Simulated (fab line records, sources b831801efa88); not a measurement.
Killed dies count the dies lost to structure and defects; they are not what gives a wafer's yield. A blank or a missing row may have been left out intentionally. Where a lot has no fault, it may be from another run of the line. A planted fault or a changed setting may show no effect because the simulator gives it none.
A single fault, viewed from 2 desks :: flow gf180mcu :: what lay behind the numbers comes last; until then each desk has only its own

== TOOL OWNER'S DESK, furnace-02 ==
The tool's own readings at GF_DUAL_GATE_OXIDATION_15 (stabilise 600 s, purge 300 s, target thk 7.098 nm): means of the sampled wafers that have a number, for each lot that ran on this tool. If a lot's mean is further than 4 standard deviations from the usual mean, the lot is out of limits and carries the mark OUT (the distance appears in the brackets). Shown are 7 of the 8 readings it has, namely the first that went out of limits plus those furthest out on some lot.
Columns: A = spike-tc-bottom-C at GF_DUAL_GATE_OXIDATION_15, usual 866.9 C; B = spike-tc-centre-C at GF_DUAL_GATE_OXIDATION_15, usual 850.5 C; C = spike-tc-lower-C at GF_DUAL_GATE_OXIDATION_15, usual 850.2 C; D = spike-tc-top-C at GF_DUAL_GATE_OXIDATION_15, usual 864 C; E = spike-tc-upper-C at GF_DUAL_GATE_OXIDATION_15, usual 849.3 C; F = tube-center-temp-C at GF_DUAL_GATE_OXIDATION_15, usual 850 C; G = tube_center_temp_C_max at GF_DUAL_GATE_OXIDATION_15, usual 852.2
lot: L609
first seen here: day 8 09:37
A: 867.5
B: 850.9
C: 849.8
D: 867
E: 850.4
F: 850
G: 852.3

lot: L611
first seen here: day 8 20:02
A: 867.3
B: 851.0
C: 850.6
D: 867
E: 850.3
F: 850
G: 852.4

lot: L613
first seen here: day 9 12:57
A: 867.6
B: 850.4
C: 849.5
D: 868
E: 850.6
F: 850
G: 852.7

lot: L615
first seen here: day 10 09:07
A: 871.7
B: 853.2
C: 853.7
D: 870
E: 854.6
F: 854 (+53) OUT
G: 856.2 (+12) OUT

lot: L617
first seen here: day 10 20:31
A: 871.8
B: 854.6
C: 853.7
D: 870
E: 854.1
F: 854 (+53) OUT
G: 856.0 (+11) OUT

lot: L618
first seen here: day 11 09:08
A: 872.9
B: 853.9
C: 853.6
D: 869
E: 854.6
F: 854 (+53) OUT
G: 855.9 (+11) OUT

lot: L630
first seen here: day 14 12:04
A: 868.2
B: 850.3
C: 849.1
D: 866
E: 850.9
F: 850
G: 852.1

lot: L632
first seen here: day 15 07:27
A: 868.0
B: 849.8
C: 850.4
D: 867
E: 850.2
F: 850
G: 852.5
Finding of this desk: L615, L617, L618 out of limits; the first was L615 at day 10 09:07, on tube-center-temp-C at GF_DUAL_GATE_OXIDATION_15. L609, L611, L613, L630, L632 stayed within limits.

== THE METROLOGY DESK ==
What the gauges read for every lot (on any tool): the sampled wafers with a number, averaged. If a lot's mean is further than 4 standard deviations from the usual mean, the lot is out of limits and carries the mark OUT (the distance appears in the brackets).
Columns: A = POLY_GATE_OXIDATION_THK at GF_POLY_GATE_THK_MEAS_17, usual 3.98 nm; B = HV_LDD_2_TW at GF_HV_LDD_TW_MEAS_23, usual 1057; C = CONTACT_CVD_02_THK at GF_CONTACT_THK_MEAS_03, usual 864 nm
lot: L609
first seen here: day 9 06:57
A: 4.00
B: 1059
C: 863

lot: L610
first seen here: day 9 12:45
A: 3.95
B: 1065
C: 862

lot: L611
first seen here: day 9 18:11
A: 3.91
B: 1060
C: 857

lot: L612
first seen here: day 10 03:34
A: 3.96
B: 1050
C: 858

lot: L613
first seen here: day 10 11:55
A: 4.02
B: 1053
C: 859

lot: L615
first seen here: day 11 07:49
A: 3.97
B: 1057
C: 866

lot: L617
first seen here: day 11 20:08
A: 3.89
B: 1047
C: 861

lot: L618
first seen here: day 12 10:47
A: 3.98
B: 1057
C: 877

lot: L625
first seen here: day 14 06:40
A: 3.98
B: 1060
C: 870

lot: L627
first seen here: day 14 17:41
A: 4.18
B: 1052
C: 869

lot: L629
first seen here: day 15 10:16
A: 4.09
B: 1056
C: 867

lot: L630
first seen here: day 15 13:28
A: 3.93
B: 1060
C: 869

lot: L631
first seen here: day 16 01:26
A: 3.93
B: 1060
C: 859

lot: L632
first seen here: day 16 09:52
A: 3.94
B: 1052
C: 875
This desk found nothing out of limits on any of the 14 lots.

== TAKEN TOGETHER ==
The tool owner's desk could have raised an alarm at day 10 09:07, on L615, L617, L618.
Nothing out of limits was seen by the metrology desk.
The metrology desk has L615, L617, L618 on record, within its limits.
The lots listed all ran GF_DUAL_GATE_OXIDATION_15 on furnace-02.

== WHAT THE SIMULATOR HAD INSERTED ==
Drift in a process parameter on furnace-02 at GF_DUAL_GATE_OXIDATION_15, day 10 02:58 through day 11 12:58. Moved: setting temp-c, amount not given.
Lots struck among those shown: L615, L617, L618.
Each desk's first reading out of limits, in hours after the fault started: the tool owner's desk, 6.
